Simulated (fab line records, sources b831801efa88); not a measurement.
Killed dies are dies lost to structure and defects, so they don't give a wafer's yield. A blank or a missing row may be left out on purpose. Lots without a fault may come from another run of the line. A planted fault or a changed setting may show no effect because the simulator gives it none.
fab line records | flow sky130
record lots=5 wafers=15 last_day=50
route steps=708 shown METAL5@675 PASSIVATION@681 PAD_OPEN@694
lots that met no fault: from a run of the same line without faults
start_h: hours from the record's first day to the start of the lot's first wafer shown | wait_h: hours since the lot's step before | " the same as in the row above | L1.1+2: a row that stands for several wafers | - no value, or no start given | * or withheld: withheld | < > ~ a bound
route shown NAME@n: a module of which the file shows steps, and the number in the route of the first | usual: mean/standard deviation of fault-free wafers | same: alike in all rows | chamber/n: place in a boat | sites: the reading at each site | _std_site: their standard deviation | _edge_site: outer sites' mean less inner sites' | radius_mm: how far each site lies from the wafer's centre | mask NAME#n: copy n | behind: the tool/chamber that last shaped the wafer | hold: why the lot was held/for how many hours/how that ended | device: the transistor (n, p or np) that didn't switch | end of line: the same wafers' tests at the end of the route | a step without rows: its recipe alone | killed: dies lost to structure and defects at the first sort, not the wafer's yield | map: a wafer's dies, x killed, . not, _ none there
set.NAME: the setting as run; set.NAME@STEP: as run at that earlier step | model.NAME: the simulator's own value behind a step, which no gauge read
lots at some steps of the route; a table a step, a row a wafer
services: from which hour (start_h, from the record's first day; less than 0 if before it) a tool's chamber was out of use, for how many hours, and why
## steps
# step SKY_METAL5_DESCUM_14
# recipe chemistry=O2 source_power_w=150 bias_power_w=0 pressure_mtorr=10 temp_c=40 time_s=11
# usual drypump_motor_current_A=6.1/0.5 oes_product_au=1.001/0.01
# same bias_power_w=0 time_s=11
# columns lot.wafer tool chamber start_h wait_h drypump_motor_current_A oes_product_au rf_hours_counter_h
L074.1 rie_metal-03 0 1039.14 0.1 6.4 1.016 8
L074.5 " 1 " " 6.6 1.006 -
L074.6 " 0 " " 6.4 1.028 -
L084.4 rie_metal-04 1 1103.85 0.1 6.4 0.999 -
L084.5 " 0 " " 5.8 0.993 -
L084.6 " 1 " " 6.4 0.989 -
L086.2 rie_metal-03 1 1117.87 0.1 6.6 0.998 24
L086.4 " 0 " " 6.4 1.017 -
L086.5 " 1 " " 6.6 0.997 -
L090.1 rie_metal-04 1 1135.09 0.1 6.4 1.013 13
L090.2 " 0 " " 5.7 0.988 27
L090.3 " 1 " " 6.4 0.997 -
L097.2 rie_metal-03 1 1165.57 0.1 6.6 1.001 29
L097.3 " 0 " " 6.4 1.013 -
L097.4 " 1 " " 6.6 0.996 -
# step SKY_METAL5_METAL_ETCH_15
# recipe target_depth_a=12600 stop_on=SiO2 over_etch_frac=0.2 time_s=252 chemistry=Cl2/BCl3 resist_sidewall_deg=86 pressure_mtorr=10 icp_w=900 bias_w=48.5 Cl2_flow_sccm=60 bcl3_flow_sccm=30
# usual bias_w=48.50/0.15 drypump_motor_current_A=6.1/0.5 oes_product_au=0.893/0.0048 throttle_valve_pct=22.266/0.0095
# same time_s=252
# columns lot.wafer tool chamber start_h wait_h bias_w drypump_motor_current_A oes_product_au rf_hours_counter_h throttle_valve_pct
L074.1 rie_metal-03 0 1039.17 0.0 48.32 6.4 0.891 8 22.257
L074.5 " 1 " " 48.58 6.6 0.896 - 22.265
L074.6 " 0 " " 48.29 6.4 0.899 - 22.267
L084.4 rie_metal-04 1 1103.95 0.1 48.52 6.5 0.892 - 22.264
L084.5 " 0 " " 48.63 5.8 0.897 - 22.275
L084.6 " 1 " " 48.43 6.4 0.892 - 22.265
L086.2 rie_metal-03 1 1117.90 0.0 48.28 6.7 0.889 24 22.277
L086.4 " 0 " " 48.41 6.4 0.894 - 22.278
L086.5 " 1 " " 48.38 6.6 0.901 - 22.263
L090.1 rie_metal-04 1 1135.13 0.0 48.73 6.4 0.885 13 22.259
L090.2 " 0 " " 48.44 5.7 0.891 27 22.261
L090.3 " 1 " " 48.58 6.4 0.889 - 22.255
L097.2 rie_metal-03 1 1165.60 0.0 48.66 6.6 0.898 29 22.265
L097.3 " 0 " " 48.58 6.4 0.898 - 22.273
L097.4 " 1 " " 48.47 6.6 0.898 - 22.272
# step SKY_METAL5_STRIP_16
# recipe chemistry=O2/N2 power_w=1400 pressure_mtorr=1500 platen_temp_c=withheld o2_flow_sccm=3000 n2_flow_sccm=300 overash_fraction=0.5
# usual drypump_motor_current_A=5.9/0.45 oes_product_au=0.711/0.0044 strip_time_to_endpoint_s=13.04/0.14
# columns lot.wafer tool chamber start_h wait_h drypump_motor_current_A oes_product_au rf_hours_counter_h strip_time_to_endpoint_s
L074.1 plasma_asher-01 0 1039.41 0.2 5.1 0.711 88 12.94
L074.5 " 1 " " 5.9 0.717 - 13.15
L074.6 " 0 " " 5.1 0.709 - 12.93
L084.4 plasma_asher-01 0 1104.14 0.1 5.1 0.716 - 13.02
L084.5 " 0 " " 5.1 0.714 - 13.01
L084.6 " 1 " " 5.9 0.710 - 13.05
L086.2 plasma_asher-02 0 1118.14 0.2 6.5 0.714 5 13.12
L086.4 " 1 " " 5.9 0.717 - 12.80
L086.5 " 1 " " 5.9 0.707 - 13.12
L090.1 plasma_asher-01 1 1135.36 0.2 5.9 0.705 97 13.11
L090.2 " 0 " " 5.1 0.712 97 13.09
L090.3 " 0 " " 5.0 0.708 - 13.09
L097.2 plasma_asher-04 0 1165.84 0.2 5.6 0.721 39 13.22
L097.3 " 1 " " 5.7 0.722 - 12.82
L097.4 " 0 " " 5.5 0.717 - 13.14
# step SKY_METAL5_STRIP_17
# recipe chemistry=post_etch_residue_remover time_s=1200 temp_c=72.5
# same time_s=1200
# columns lot.wafer tool chamber start_h wait_h
L074.1+5+6 wet_bench-03 3 1039.51 0.1
L084.4+5+6 wet_bench-03 1 1104.21 0.0
L086.2+4+5 wet_bench-03 0 1118.25 0.1
L090.1+2+3 wet_bench-02 1 1135.46 0.1
L097.2+3+4 wet_bench-01 3 1165.99 0.1
# step SKY_METAL5_CLEAN_18
# recipe chemistry=IPA time_s=180 temp_c=25
# same time_s=180
# columns lot.wafer tool chamber start_h wait_h
L074.1+5+6 wet_bench-02 1 1039.85 0.0
L084.4+5+6 wet_bench-02 1 1104.58 0.0
L086.2+4+5 wet_bench-02 0 1118.66 0.0
L090.1+2+3 wet_bench-03 3 1135.80 0.0
L097.2+3+4 wet_bench-03 1 1166.40 0.0
# step SKY_METAL5_CLEAN_19
# recipe chemistry=O3/DIW dry=n2_spin
# columns lot.wafer tool chamber start_h wait_h
L074.1+5+6 wet_bench-03 2 1039.96 0.0
L084.4+5+6 wet_bench-03 0 1104.64 0.0
L086.2+4+5 wet_bench-03 2 1118.72 0.0
L090.1+2+3 wet_bench-02 0 1135.86 0.0
L097.2+3+4 wet_bench-01 1 1166.45 0.0
# step SKY_PASSIVATION_CVD_00
# recipe material=SiO2 target_thk_nm=90 temp_c=400 time_s=withheld rf_w=600
# usual heater_power_w=619/100
# columns lot.wafer tool chamber start_h wait_h heater_power_w
L074.1 pecvd-04 0 1040.05 0.0 707
L074.5 " 1 " " 593
L074.6 " 0 " " 747
L084.4 pecvd-01 1 1104.75 0.0 547
L084.5 " 2 " " 597
L084.6 " 0 " " 598
L086.2 pecvd-02 1 1118.83 0.0 610
L086.4 " 0 " " 644
L086.5 " 0 " " 658
L090.1 pecvd-01 0 1135.95 0.0 610
L090.2 " 2 " " 620
L090.3 " 1 " " 602
L097.2 pecvd-04 1 1166.56 0.0 550
L097.3 " 2 " " 469
L097.4 " 0 " " 762
# step SKY_PASSIVATION_THK_MEAS_01
# recipe reads=SiO2_of_PASSIVATION_CVD_00
# usual PASSIVATION_CVD_00_THK=89.9/1.2
# columns lot.wafer tool chamber start_h wait_h PASSIVATION_CVD_00_THK[nm]
L074.1 film_metro-04 - 1040.07 - 89.5
L074.5 " - " " 90.6
L074.6 " - " " 89.6
L084.4 film_metro-03 - 1104.79 - 90.4
L084.5 " - " " 90.6
L084.6 " - " " 91.3
L086.2 film_metro-03 - 1118.87 - 86.1
L086.4 " - " " 89.4
L086.5 " - " " 89.4
L090.1 film_metro-04 - 1135.97 - 88.9
L090.2 " - " " 87.7
L090.3 " - " " 89.5
L097.2 film_metro-04 - 1166.59 - 89.4
L097.3 " - " " 89.4
L097.4 " - " " 90.5
# step SKY_PASSIVATION_CVD_02
# recipe material=Si3N4 target_thk_nm=540 temp_c=400 time_s=withheld rf_w=450
# usual heater_power_w=663/99
# columns lot.wafer tool chamber start_h wait_h heater_power_w
L074.1 pecvd-02 2 1040.13 0.1 732
L074.5 " 0 " " 688
L074.6 " 2 " " 770
L084.4 pecvd-04 2 1104.94 0.1 545
L084.5 " 1 " " 533
L084.6 " 0 " " 731
L086.2 pecvd-04 0 1118.92 0.0 813
L086.4 " 0 " " 822
L086.5 " 1 " " 640
L090.1 pecvd-04 1 1136.03 0.1 656
L090.2 " 0 " " 828
L090.3 " 2 " " 546
L097.2 pecvd-02 0 1166.64 0.0 861
L097.3 " 1 " " 551
L097.4 " 0 " " 882
# step SKY_PASSIVATION_THK_MEAS_03
# recipe reads=Si3N4_of_PASSIVATION_CVD_02
# usual PASSIVATION_CVD_02_THK=537/7.1
# columns lot.wafer tool chamber start_h wait_h PASSIVATION_CVD_02_THK[nm]
L074.1 film_metro-04 - 1040.36 - 533
L074.5 " - " " 544
L074.6 " - " " 539
L084.4 film_metro-04 - 1105.08 - 547
L084.5 " - " " 549
L084.6 " - " " 545
L086.2 film_metro-02 - 1119.15 - 535
L086.4 " - " " 545
L086.5 " - " " 547
L090.1 film_metro-02 - 1136.26 - 535
L090.2 " - " " 538
L090.3 " - " " 535
L097.2 film_metro-03 - 1166.88 - 529
L097.3 " - " " 531
L097.4 " - " " 542
# step SKY_PASSIVATION_DEHYDRATE_04
# recipe temp_c=200 time_s=60
# usual resist_line_temp_C=23.00/0.11
# same time_s=60
# columns lot.wafer tool chamber start_h wait_h resist_line_temp_C
L074.1 litho_track-04 0 1050.27 9.9 22.89
L074.5 " 0 " " 22.88
L074.6 " 0 " " 23.03
L084.4 litho_track-02 0 1115.02 9.9 22.97
L084.5 " 0 " " 23.05
L084.6 " 0 " " 22.96
L086.2 litho_track-03 0 1128.49 9.3 23.12
L086.4 " 0 " " 22.92
L086.5 " 0 " " 23.12
L090.1 litho_track-03 0 1145.22 8.9 22.98
L090.2 " 0 " " 22.93
L090.3 " 0 " " 23.04
L097.2 litho_track-04 0 1175.69 8.8 22.75
L097.3 " 0 " " 22.89
L097.4 " 0 " " 22.82
# step SKY_PASSIVATION_HMDS_05
# recipe prime_time_s=60 prime_temp_c=120
# usual prime_temp_c=120.00/0.12 resist_line_temp_C=23.01/0.1
# same prime_time_s=60
# columns lot.wafer tool chamber start_h wait_h prime_temp_c resist_line_temp_C
L074.1 litho_track-04 0 1050.42 0.1 120.08 22.89
L074.5 " 0 " " 120.23 22.94
L074.6 " 0 " " 120.12 22.84
L084.4 litho_track-02 0 1115.17 0.1 120.27 22.99
L084.5 " 0 " " 120.14 23.02
L084.6 " 0 " " 119.90 23.11
L086.2 litho_track-03 0 1128.64 0.1 119.89 22.93
L086.4 " 0 " " 119.93 22.88
L086.5 " 0 " " 120.11 22.96
L090.1 litho_track-03 0 1145.37 0.1 119.83 23.01
L090.2 " 0 " " 120.01 22.96
L090.3 " 0 " " 119.83 22.74
L097.2 litho_track-04 0 1175.84 0.1 119.88 23.06
L097.3 " 0 " " 119.94 23.15
L097.4 " 0 " " 120.10 22.88
# step SKY_PASSIVATION_COAT_06
# recipe spin_rpm=2000 resist_thk_nm=3000
# usual resist_line_temp_C=23.01/0.13 spin_speed_rpm=2000.1/1.4
# columns lot.wafer tool chamber start_h wait_h resist_line_temp_C spin_speed_rpm
L074.1 litho_track-04 0 1050.57 0.1 22.94 1997.8
L074.5 " 0 " " 22.97 1998.3
L074.6 " 0 " " 23.11 2000.3
L084.4 litho_track-02 0 1115.32 0.1 22.92 1999.7
L084.5 " 0 " " 23.14 2000.4
L084.6 " 0 " " 23.04 1999.8
L086.2 litho_track-03 0 1128.79 0.1 23.06 1999.5
L086.4 " 0 " " 23.07 1998.0
L086.5 " 0 " " 23.12 1998.7
L090.1 litho_track-03 0 1145.52 0.1 23.13 1998.7
L090.2 " 0 " " 23.11 1999.6
L090.3 " 0 " " 22.98 1999.3
L097.2 litho_track-04 0 1175.99 0.1 23.15 2000.7
L097.3 " 0 " " 23.15 2001.5
L097.4 " 0 " " 23.17 1999.8
# step SKY_PASSIVATION_SOFTBAKE_07
# recipe temp_c=110 time_s=withheld
# usual resist_line_temp_C=23.01/0.11
# columns lot.wafer tool chamber start_h wait_h resist_line_temp_C
L074.1 litho_track-04 0 1050.72 0.1 22.99
L074.5 " 0 " " 22.96
L074.6 " 0 " " 23.13
L084.4 litho_track-02 0 1115.49 0.1 23.28
L084.5 " 0 " " 23.13
L084.6 " 0 " " 23.03
L086.2 litho_track-03 0 1128.95 0.1 23.10
L086.4 " 0 " " 22.92
L086.5 " 0 " " 23.02
L090.1 litho_track-03 0 1145.67 0.1 22.90
L090.2 " 0 " " 22.90
L090.3 " 0 " " 22.73
L097.2 litho_track-04 0 1176.15 0.1 23.15
L097.3 " 0 " " 22.99
L097.4 " 0 " " 23.08
# step SKY_PASSIVATION_EXPOSE_08
# recipe mask_id=NSM target_cd_nm=3000 na=0.57 dose_mj=260
# usual exposure_dose_mJ_cm2=260.05/0.27 focus_offset_nm=0.1/0.53
# columns lot.wafer tool chamber start_h wait_h mask exposure_dose_mJ_cm2 focus_offset_nm
L074.1 iline_stepper-01 0 - - NSM#0 259.88 0.8
L074.5 " 0 " " NSM#0 259.84 1.1
L074.6 " 0 " " NSM#0 260.09 1.1
L084.4 iline_stepper-02 0 - - NSM#0 259.61 0.0
L084.5 " 0 " " NSM#0 259.87 0.0
L084.6 " 0 " " NSM#0 259.95 0.2
L086.2 iline_stepper-02 0 - - NSM#0 260.23 0.2
L086.4 " 0 " " NSM#0 260.35 -0.8
L086.5 " 0 " " NSM#0 260.14 0.0
L090.1 iline_stepper-02 0 - - NSM#0 260.33 -0.5
L090.2 " 0 " " NSM#0 259.99 -1.1
L090.3 " 0 " " NSM#0 260.13 -0.2
L097.2 iline_stepper-02 0 - - NSM#0 260.00 0.3
L097.3 " 0 " " NSM#0 259.83 -0.1
L097.4 " 0 " " NSM#0 259.41 0.1
# step SKY_PASSIVATION_PEB_09
# recipe temp_c=115 time_s=withheld
# usual resist_line_temp_C=22.98/0.11
# columns lot.wafer tool chamber start_h wait_h resist_line_temp_C
L074.1 litho_track-02 0 - - 22.89
L074.5 " 0 " " 22.70
L074.6 " 0 " " 22.95
L084.4 litho_track-03 0 - - 22.98
L084.5 " 0 " " 22.89
L084.6 " 0 " " 23.06
L086.2 litho_track-03 0 - - 22.80
L086.4 " 0 " " 22.92
L086.5 " 0 " " 23.03
L090.1 litho_track-02 0 - - 22.71
L090.2 " 0 " " 22.74
L090.3 " 0 " " 22.78
L097.2 litho_track-02 0 - - 23.11
L097.3 " 0 " " 23.01
L097.4 " 0 " " 23.00
# step SKY_PASSIVATION_DEVELOP_10
# recipe develop_time_s=60 dev_temp_c=23
# usual resist_line_temp_C=23.02/0.095
# columns lot.wafer tool chamber start_h wait_h resist_line_temp_C
L074.1 litho_track-02 0 - - 22.76
L074.5 " 0 " " 22.93
L074.6 " 0 " " 22.80
L084.4 litho_track-03 0 - - 23.05
L084.5 " 0 " " 23.01
L084.6 " 0 " " 23.15
L086.2 litho_track-03 0 - - 22.99
L086.4 " 0 " " 23.07
L086.5 " 0 " " 23.14
L090.1 litho_track-02 0 - - 22.98
L090.2 " 0 " " 23.00
L090.3 " 0 " " 23.10
L097.2 litho_track-02 0 - - 23.00
L097.3 " 0 " " 23.03
L097.4 " 0 " " 23.06
# step SKY_PASSIVATION_ETCH_11
# recipe chemistry=CF4/O2 target_depth_nm=725 stop_on=AlCu source_w=800 bias_w=150 pressure_mtorr=150 cf4_flow_sccm=80 O2_flow_sccm=10 time_s=161.1
# usual O2_flow_sccm=9.998/0.028 bias_w=150.1/0.44 drypump_motor_current_A=5.5/0.39 oes_product_au=0.976/0.0067 throttle_valve_pct=5.964/0.0088
# same time_s=161.1
# columns lot.wafer tool chamber start_h wait_h O2_flow_sccm bias_w drypump_motor_current_A oes_product_au rf_hours_counter_h throttle_valve_pct
L074.1 rie_diel-04 1 1061.74 - 10.014 149.5 5.6 0.984 9 5.961
L074.5 " 2 " " 9.950 150.5 5.4 0.978 - 5.978
L074.6 " 3 " " 9.971 149.7 5.0 0.973 - 5.962
L084.4 rie_diel-03 2 1124.47 - 9.975 150.9 6.3 0.987 29 5.951
L084.5 " 0 " " 9.976 149.7 6.0 0.979 - 5.966
L084.6 " 3 " " 9.992 150.3 6.0 0.970 - 5.960
L086.2 rie_diel-04 2 1138.47 - 10.025 150.4 5.5 0.972 12 5.945
L086.4 " 3 " " 10.019 150.1 5.0 0.981 14 5.979
L086.5 " 1 " " 9.987 149.7 5.7 0.977 - 5.972
L090.1 rie_diel-03 2 1154.99 - 10.002 150.0 6.3 0.969 30 5.958
L090.2 " 3 " " 9.984 149.6 6.0 0.969 8 5.958
L090.3 " 1 " " 9.995 149.9 4.8 0.977 30 5.966
L097.2 rie_diel-03 3 1183.94 - 10.021 149.4 5.9 0.971 9 5.962
L097.3 " 0 " " 9.994 150.8 6.0 0.979 20 5.962
L097.4 " 2 " " 9.982 150.4 6.3 0.974 31 5.966
# step SKY_PASSIVATION_STRIP_12
# recipe chemistry=O2/N2 power_w=1400 pressure_mtorr=1500 platen_temp_c=withheld overash_fraction=0.7 o2_flow_sccm=3000 n2_flow_sccm=300
# usual drypump_motor_current_A=5.7/0.46 oes_product_au=0.662/0.0045 strip_time_to_endpoint_s=31.49/0.13
# columns lot.wafer tool chamber start_h wait_h drypump_motor_current_A oes_product_au rf_hours_counter_h strip_time_to_endpoint_s
L074.1 plasma_asher-03 1 1061.85 0.1 5.4 0.656 65 31.31
L074.5 " 0 " " 5.4 0.659 - 31.39
L074.6 " 1 " " 5.5 0.656 - 31.24
L084.4 plasma_asher-03 0 1124.61 0.1 5.3 0.668 - 31.54
L084.5 " 0 " " 5.4 0.666 - 31.49
L084.6 " 1 " " 5.4 0.663 - 31.64
L086.2 plasma_asher-03 0 1138.57 0.1 5.4 0.659 73 31.30
L086.4 " 0 " " 5.4 0.670 - 31.21
L086.5 " 1 " " 5.4 0.662 - 31.27
L090.1 plasma_asher-01 0 1155.10 0.1 5.1 0.662 99 31.53
L090.2 " 1 " " 5.9 0.655 99 31.72
L090.3 " 0 " " 5.1 0.666 - 31.52
L097.2 plasma_asher-01 1 1184.05 0.1 5.9 0.663 101 31.72
L097.3 " 0 " " 5.1 0.665 - 31.55
L097.4 " 1 " " 5.9 0.669 - 31.63
# step SKY_PAD_OPEN_DEHYDRATE_00
# recipe temp_c=200 time_s=60
# usual resist_line_temp_C=23.02/0.1
# same time_s=60
# columns lot.wafer tool chamber start_h wait_h resist_line_temp_C
L074.1 litho_track-03 0 1072.07 10.2 23.14
L074.5 " 0 " " 23.03
L074.6 " 0 " " 22.94
L084.4 litho_track-04 0 1133.99 9.4 23.03
L084.5 " 0 " " 23.02
L084.6 " 0 " " 22.91
L086.2 litho_track-01 0 1147.21 8.6 23.10
L086.4 " 0 " " 23.14
L086.5 " 0 " " 23.15
L090.1 litho_track-01 0 1163.69 8.6 23.00
L090.2 " 0 " " 22.93
L090.3 " 0 " " 22.97
L097.2 litho_track-01 0 1190.91 6.8 22.97
L097.3 " 0 " " 22.82
L097.4 " 0 " " 22.81
# step SKY_PAD_OPEN_HMDS_01
# recipe prime_time_s=60 prime_temp_c=120
# usual prime_temp_c=120.01/0.14 resist_line_temp_C=23.01/0.11
# same prime_time_s=60
# columns lot.wafer tool chamber start_h wait_h prime_temp_c resist_line_temp_C
L074.1 litho_track-03 0 1072.22 0.1 119.90 22.82
L074.5 " 0 " " 120.07 22.92
L074.6 " 0 " " 119.75 23.02
L084.4 litho_track-04 0 1134.14 0.1 120.08 22.89
L084.5 " 0 " " 120.20 22.83
L084.6 " 0 " " 120.23 22.87
L086.2 litho_track-01 0 1147.36 0.1 120.12 23.09
L086.4 " 0 " " 120.22 23.24
L086.5 " 0 " " 119.84 23.08
L090.1 litho_track-01 0 1163.84 0.1 119.86 23.03
L090.2 " 0 " " 119.83 23.02
L090.3 " 0 " " 119.85 23.10
L097.2 litho_track-01 0 1191.06 0.1 119.79 22.95
L097.3 " 0 " " 119.91 23.34
L097.4 " 0 " " 119.80 23.14
# step SKY_PAD_OPEN_COAT_02
# recipe spin_rpm=2000 resist_thk_nm=3000
# usual resist_line_temp_C=23.00/0.12 spin_speed_rpm=2000.1/1.3
# columns lot.wafer tool chamber start_h wait_h resist_line_temp_C spin_speed_rpm
L074.1 litho_track-03 0 1072.37 0.1 23.06 2004.3
L074.5 " 0 " " 22.90 1999.7
L074.6 " 0 " " 22.88 2004.0
L084.4 litho_track-04 0 1134.29 0.1 22.99 2000.8
L084.5 " 0 " " 23.05 1999.3
L084.6 " 0 " " 23.08 1999.7
L086.2 litho_track-01 0 1147.51 0.1 22.93 2001.2
L086.4 " 0 " " 23.03 2000.9
L086.5 " 0 " " 23.26 1998.5
L090.1 litho_track-01 0 1163.99 0.1 23.28 1997.6
L090.2 " 0 " " 23.18 1999.4
L090.3 " 0 " " 23.19 1999.7
L097.2 litho_track-01 0 1191.21 0.1 23.02 2001.4
L097.3 " 0 " " 22.94 1999.6
L097.4 " 0 " " 22.98 1998.0
# step SKY_PAD_OPEN_SOFTBAKE_03
# recipe temp_c=110 time_s=withheld
# usual resist_line_temp_C=23.00/0.092
# columns lot.wafer tool chamber start_h wait_h resist_line_temp_C
L074.1 litho_track-03 0 1072.52 0.1 23.07
L074.5 " 0 " " 23.05
L074.6 " 0 " " 23.13
L084.4 litho_track-04 0 1134.47 0.1 22.96
L084.5 " 0 " " 23.11
L084.6 " 0 " " 23.12
L086.2 litho_track-01 0 1147.67 0.1 22.80
L086.4 " 0 " " 22.84
L086.5 " 0 " " 22.82
L090.1 litho_track-01 0 1164.14 0.1 22.88
L090.2 " 0 " " 22.96
L090.3 " 0 " " 22.96
L097.2 litho_track-01 0 1191.37 0.1 23.03
L097.3 " 0 " " 23.00
L097.4 " 0 " " 22.94
# step SKY_PAD_OPEN_EXPOSE_04
# recipe mask_id=PDM target_cd_nm=60000 na=0.57 dose_mj=260
# usual exposure_dose_mJ_cm2=260.02/0.26 focus_offset_nm=-0.1/0.44
# columns lot.wafer tool chamber start_h wait_h mask exposure_dose_mJ_cm2 focus_offset_nm
L074.1 iline_stepper-01 0 - - PDM#0 260.15 0.7
L074.5 " 0 " " PDM#0 260.25 0.0
L074.6 " 0 " " PDM#0 260.00 0.1
L084.4 iline_stepper-02 0 - - PDM#0 260.15 0.7
L084.5 " 0 " " PDM#0 260.11 0.1
L084.6 " 0 " " PDM#0 259.59 -0.1
L086.2 iline_stepper-02 0 - - PDM#0 259.56 -0.5
L086.4 " 0 " " PDM#0 259.91 0.1
L086.5 " 0 " " PDM#0 259.81 0.5
L090.1 iline_stepper-02 0 - - PDM#0 259.93 -1.2
L090.2 " 0 " " PDM#0 259.91 -0.8
L090.3 " 0 " " PDM#0 260.11 -0.6
L097.2 iline_stepper-01 0 - - PDM#0 259.95 -0.1
L097.3 " 0 " " PDM#0 259.87 -0.8
L097.4 " 0 " " PDM#0 259.68 -0.2
# step SKY_PAD_OPEN_PEB_05
# recipe temp_c=115 time_s=withheld
# usual resist_line_temp_C=23.01/0.1
# columns lot.wafer tool chamber start_h wait_h resist_line_temp_C
L074.1 litho_track-04 0 - - 23.10
L074.5 " 0 " " 23.03
L074.6 " 0 " " 23.14
L084.4 litho_track-01 0 - - 23.09
L084.5 " 0 " " 22.99
L084.6 " 0 " " 23.01
L086.2 litho_track-03 0 - - 22.96
L086.4 " 0 " " 23.14
L086.5 " 0 " " 23.05
L090.1 litho_track-04 0 - - 23.12
L090.2 " 0 " " 22.93
L090.3 " 0 " " 22.86
L097.2 litho_track-03 0 - - 22.81
L097.3 " 0 " " 22.86
L097.4 " 0 " " 22.94
# step SKY_PAD_OPEN_DEVELOP_06
# recipe develop_time_s=60 dev_temp_c=23
# usual resist_line_temp_C=23.00/0.1
# columns lot.wafer tool chamber start_h wait_h resist_line_temp_C
L074.1 litho_track-04 0 - - 23.21
L074.5 " 0 " " 23.14
L074.6 " 0 " " 23.15
L084.4 litho_track-01 0 - - 22.99
L084.5 " 0 " " 22.98
L084.6 " 0 " " 22.91
L086.2 litho_track-03 0 - - 23.01
L086.4 " 0 " " 23.11
L086.5 " 0 " " 23.10
L090.1 litho_track-04 0 - - 22.96
L090.2 " 0 " " 22.87
L090.3 " 0 " " 22.93
L097.2 litho_track-03 0 - - 22.92
L097.3 " 0 " " 22.87
L097.4 " 0 " " 22.89
# step SKY_PAD_OPEN_ETCH_07
# recipe chemistry=CF4/O2 target_depth_nm=725 stop_on=AlCu source_w=800 bias_w=150 pressure_mtorr=150 cf4_flow_sccm=80 O2_flow_sccm=10 time_s=161.1
# usual O2_flow_sccm=10.00/0.032 bias_w=150.0/0.46 drypump_motor_current_A=5.8/0.52 oes_product_au=0.975/0.0075 throttle_valve_pct=5.963/0.0091
# same time_s=161.1
# columns lot.wafer tool chamber start_h wait_h O2_flow_sccm bias_w drypump_motor_current_A oes_product_au rf_hours_counter_h throttle_valve_pct
L074.1 rie_diel-02 1 1083.07 - 9.95 149.7 5.5 0.971 3 5.957
L074.5 " 1 " " 9.97 150.5 5.4 0.979 - 5.985
L074.6 " 2 " " 9.99 149.6 5.9 0.977 - 5.975
L084.4 rie_diel-02 3 1143.64 - 9.97 150.1 6.2 0.975 15 5.957
L084.5 " 0 " " 9.99 149.7 5.8 0.986 - 5.974
L084.6 " 3 " " 9.98 150.5 6.2 0.985 - 5.978
L086.2 rie_diel-02 1 1157.02 - 9.99 149.9 5.4 0.968 5 5.951
L086.4 " 3 " " 9.99 149.7 6.1 0.968 16 5.983
L086.5 " 3 " " 10.01 149.5 6.1 0.982 - 5.964
L090.1 rie_diel-03 2 1172.72 - 10.03 151.0 6.4 0.970 31 5.958
L090.2 " 3 " " 10.00 150.1 6.0 0.974 9 5.972
L090.3 " 0 " " 10.04 149.1 6.0 0.968 19 5.954
L097.2 rie_diel-02 1 1199.62 - 10.03 150.8 5.5 0.966 7 5.953
L097.3 " 0 " " 10.02 150.2 5.8 0.962 28 5.954
L097.4 " 3 " " 10.02 150.6 6.2 0.979 17 5.964
# step SKY_PAD_OPEN_STRIP_08
# recipe chemistry=O2/N2 power_w=1400 pressure_mtorr=1500 platen_temp_c=withheld overash_fraction=0.7 o2_flow_sccm=3000 n2_flow_sccm=300
# usual drypump_motor_current_A=5.52/0.28 oes_product_au=0.663/0.0047 strip_time_to_endpoint_s=37.08/0.12
# columns lot.wafer tool chamber start_h wait_h drypump_motor_current_A oes_product_au rf_hours_counter_h strip_time_to_endpoint_s
L074.1 plasma_asher-04 1 1083.17 0.1 5.72 0.666 32 36.91
L074.5 " 1 " " 5.71 0.664 - 36.85
L074.6 " 0 " " 5.54 0.664 - 36.92
L084.4 plasma_asher-04 0 1143.78 0.1 5.55 0.662 - 37.16
L084.5 " 1 " " 5.69 0.666 - 37.04
L084.6 " 0 " " 5.57 0.658 - 37.08
L086.2 plasma_asher-03 0 1157.13 0.1 5.39 0.661 74 37.23
L086.4 " 1 " " 5.44 0.667 - 37.40
L086.5 " 1 " " 5.43 0.658 - 37.36
L090.1 plasma_asher-03 1 1172.82 0.1 5.47 0.659 76 37.06
L090.2 " 0 " " 5.38 0.662 76 37.06
L090.3 " 0 " " 5.39 0.649 - 37.08
L097.2 plasma_asher-01 1 1199.73 0.1 5.92 0.665 103 37.01
L097.3 " 1 " " 5.93 0.668 - 37.07
L097.4 " 0 " " 5.04 0.672 - 36.96
# step SKY_PAD_OPEN_STRIP_09
# recipe chemistry=post_etch_residue_remover time_s=1200 temp_c=72.5
# same time_s=1200
# columns lot.wafer tool chamber start_h wait_h
L074.1+5+6 wet_bench-02 3 1083.27 0.1
L084.4+5+6 wet_bench-01 0 1143.84 0.0
L086.2+4+5 wet_bench-04 2 1157.23 0.1
L090.1+2+3 wet_bench-04 2 1172.92 0.1
L097.2+3+4 wet_bench-01 2 1199.83 0.1
# step SKY_PAD_OPEN_CLEAN_10
# recipe chemistry=IPA time_s=180 temp_c=25
# same time_s=180
# columns lot.wafer tool chamber start_h wait_h
L074.1+5+6 wet_bench-04 0 1083.62 0.0
L084.4+5+6 wet_bench-02 2 1144.19 0.0
L086.2+4+5 wet_bench-01 3 1157.62 0.1
L090.1+2+3 wet_bench-01 3 1173.27 0.0
L097.2+3+4 wet_bench-02 0 1200.20 0.0
# step SKY_PAD_OPEN_CLEAN_11
# recipe chemistry=O3/DIW dry=n2_spin
# columns lot.wafer tool chamber start_h wait_h
L074.1+5+6 wet_bench-01 2 1083.68 0.0
L084.4+5+6 wet_bench-04 2 1144.24 0.0
L086.2+4+5 wet_bench-01 3 1157.74 0.1
L090.1+2+3 wet_bench-02 0 1173.33 0.0
L097.2+3+4 wet_bench-04 2 1200.26 0.0
## services
# columns tool chamber start_h hours kind
rie_diel-03 1 1017.77 1.4 repair
pecvd-04 - 1019.66 2.8 repair
rie_diel-04 3 1030.97 15.0 repair
rie_diel-03 - 1037.05 0.5 repair
rie_metal-03 0 1042.10 13.6 repair
rie_diel-02 - 1053.78 0.5 repair
iline_stepper-01 - 1056.03 1.7 pm
rie_diel-04 - 1058.51 0.6 repair
rie_diel-04 1 1065.59 4.5 repair
wet_bench-01 - 1092.73 37.5 pm
rie_diel-04 3 1099.30 3.9 repair
iline_stepper-01 - 1107.63 2.1 pm
rie_diel-03 0 1113.82 4.2 repair
iline_stepper-02 - 1118.44 2.1 pm
plasma_asher-01 - 1123.76 3.1 repair
rie_diel-03 0 1128.07 6.8 repair
rie_diel-02 - 1137.32 0.9 repair
rie_diel-04 1 1141.36 6.6 repair
iline_stepper-01 - 1142.06 12.5 repair
rie_diel-02 - 1152.38 2.8 pm
rie_diel-04 0 1157.01 3.5 repair
plasma_asher-01 - 1163.14 11.1 repair
rie_metal-04 1 1181.77 3.5 repair
pecvd-02 - 1188.34 1.1 repair
## key
fault none
